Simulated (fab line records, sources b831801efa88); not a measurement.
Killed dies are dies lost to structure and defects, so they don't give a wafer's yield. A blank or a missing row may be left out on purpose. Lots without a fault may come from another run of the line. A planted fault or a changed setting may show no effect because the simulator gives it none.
Problem report in the 8D (eight disciplines) form, filled by code | flow sky130 | the parts of the form that need people (team, actions taken, sign-off) are left out

1. THE PROBLEM
beam_energy_keV at SKY_LDD_N_IMPLANT_11 reads a mean of 17.551 on 6 wafers of 2 lots; wafers without a fault read 20.000 with a standard deviation of 0.0073. That is -99 or more standard deviations from the usual mean.
First seen on wafer L531.1, day 22 12:35, on implanter-03. The record holds 42 wafers of 14 lots with a number at this step. Rule for "out", or "out of limits": more than 4 standard deviations from the usual mean. The other wafers with a number count as sound.

2. WHAT IT IS AND WHAT IT IS NOT
question                    | is                     | is not
which readings at this step | beam_energy_keV        | -
which lots                  | L531, L532             | L520, L521, L522, L523, L524, L525, L526, L538, L540, L541, L542, L543
which wafers of those lots  | all that have a number | -
read on which tools         | implanter-03           | implanter-01, implanter-02
when                        | from day 22 12:35      | up to then (21 sound wafers); but 15 sound wafers of L538, L540, L541, L542, L543 came after

3. SUSPECTS, AND WHAT RULES EACH OUT
Counting: a tool at a process step up to the reading stays a suspect if it ran every lot that is out and no sound lot after the first of them.
- implanter-03 at SKY_LDD_N_IMPLANT_11: ruled out as a lasting fault. Sound lots L542 ran on it after its first lot that is out, L531 (day 22 12:35).
Left after counting: nothing in the record.

4. THE CAUSE (what the simulator had put in)
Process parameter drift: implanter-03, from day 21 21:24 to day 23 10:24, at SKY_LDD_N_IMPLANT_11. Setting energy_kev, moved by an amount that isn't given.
Counting ruled it out, wrongly.

5. THE CHAIN OF EFFECTS, in route order
Each row: a reading whose mean over the struck wafers that have a number lies more than 3 standard deviations from the usual. Only readings for which the record gives a usual standard deviation are gone through. hours: the time from each lot's start at the first step in this table that gives one to its start at this step, as a median over the lots. sigmas: the change in usual standard deviations.
hours | step                 | reading         | usual  | on struck wafers | change | sigmas
0     | SKY_LDD_N_IMPLANT_11 | beam_energy_keV | 20.000 | 17.551           | -2.449 | -99 or more
The process steps in it:
- SKY_LDD_N_IMPLANT_11
Later measuring or inspecting steps at which every struck wafer that the step has a row for has a number for every such reading, and none has moved that far: SKY_LDD_P_TW_MEAS_11.

6. WHAT WOULD HAVE CAUGHT IT SOONER
In this record the first reading out of limits was taken at day 22 12:35, 15 hours after the fault began at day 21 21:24.
